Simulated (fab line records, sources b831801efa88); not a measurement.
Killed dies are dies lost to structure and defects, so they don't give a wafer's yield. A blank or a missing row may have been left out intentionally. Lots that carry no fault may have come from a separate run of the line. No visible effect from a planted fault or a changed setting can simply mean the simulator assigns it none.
Matching of chambers | flow sky130 | SKY_VIA1_ETCH_14 on rie diel-01 has 4 sister chambers
The step etches BARC in N2/H2, stops on SiO2, time 45.9 s, target depth 60 nm. 16 wafers are shown with their chamber, then 8 later ones without.

## WAFERS, EACH WITH ITS CHAMBER
wafer  | chamber | drypump motor current A (A) | oes product au (a.u.) | throttle valve pct (%)
L076.1 | 2       | 6.2                         | 0.857                 | 13.236
L076.3 | 1       | 5.7                         | 0.855                 | 13.230
L076.6 | 2       | 6.2                         | 0.858                 | 13.223
L078.1 | 3       | 5.4                         | 0.848                 | 13.227
L078.3 | 0       | 6.5                         | 0.853                 | 13.222
L078.6 | 3       | 5.4                         | 0.852                 | 13.238
L088.3 | 0       | 6.5                         | 0.859                 | 13.234
L088.4 | 2       | 6.2                         | 0.858                 | 13.213
L088.5 | 3       | 5.5                         | 0.856                 | 13.229
L090.1 | 1       | 5.6                         | 0.854                 | 13.228
L090.3 | 2       | 6.3                         | 0.852                 | 13.232
L090.6 | 0       | 6.5                         | 0.852                 | 13.247
L092.1 | 3       | 5.4                         | 0.852                 | 13.239
L092.2 | 1       | 5.7                         | 0.849                 | 13.207
L092.5 | 1       | 5.6                         | 0.862                 | 13.236
L093.2 | 1       | 5.6                         | 0.857                 | 13.237

SIGNATURES (averages over the wafers above)
reading                 | chamber 0 | chamber 1 | chamber 2 | chamber 3 | scatter within a chamber
drypump motor current A | 6.500     | 5.640     | 6.225     | 5.425     | 0.0474
oes product au          | 0.85467   | 0.85540   | 0.85625   | 0.85200   | 0.00381
throttle valve pct      | 13.23433  | 13.22760  | 13.22600  | 13.23325  | 0.0105
Rule: a wafer's distance from a chamber is the root of the sum, over the readings, of the square of ((its reading less the chamber's mean) divided by the reading's scatter). The wafer belongs to the nearest chamber; if the next one is less than 2 further off, it can't be placed. How the scatter is found: for the shown wafers, subtract from each reading the mean of its chamber, square and add these, divide the total by (wafers less chambers), then take the root.

## WAFERS MISSING THEIR CHAMBER
wafer  | drypump motor current A (A) | oes product au (a.u.) | throttle valve pct (%)
L093.5 | 6.4                         | 0.855                 | 13.227
L093.6 | 5.5                         | 0.854                 | 13.227
L096.2 | 5.7                         | 0.853                 | 13.218
L096.3 | 6.2                         | 0.861                 | 13.218
L096.6 | 5.6                         | 0.871                 | 13.229
L097.1 | 6.3                         | 0.849                 | 13.224
L097.4 | 6.4                         | 0.857                 | 13.229
L097.6 | 5.6                         | 0.856                 | 13.228

## CHAMBER TAKEN BY EACH
wafer  | from the rows above     | in truth
L093.5 | can't be placed: 0 or 2 | 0
L093.6 | can't be placed: 3 or 1 | 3
L096.2 | 1                       | 1
L096.3 | 2                       | 2
L096.6 | 1                       | 1
L097.1 | 2                       | 2
L097.4 | can't be placed: 0 or 2 | 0
L097.6 | 1                       | 1
Correct placement for 5 of the 8. From these rows, 3 cannot be placed; in 3 the true chamber is one of the candidates. 0 placed wrongly.
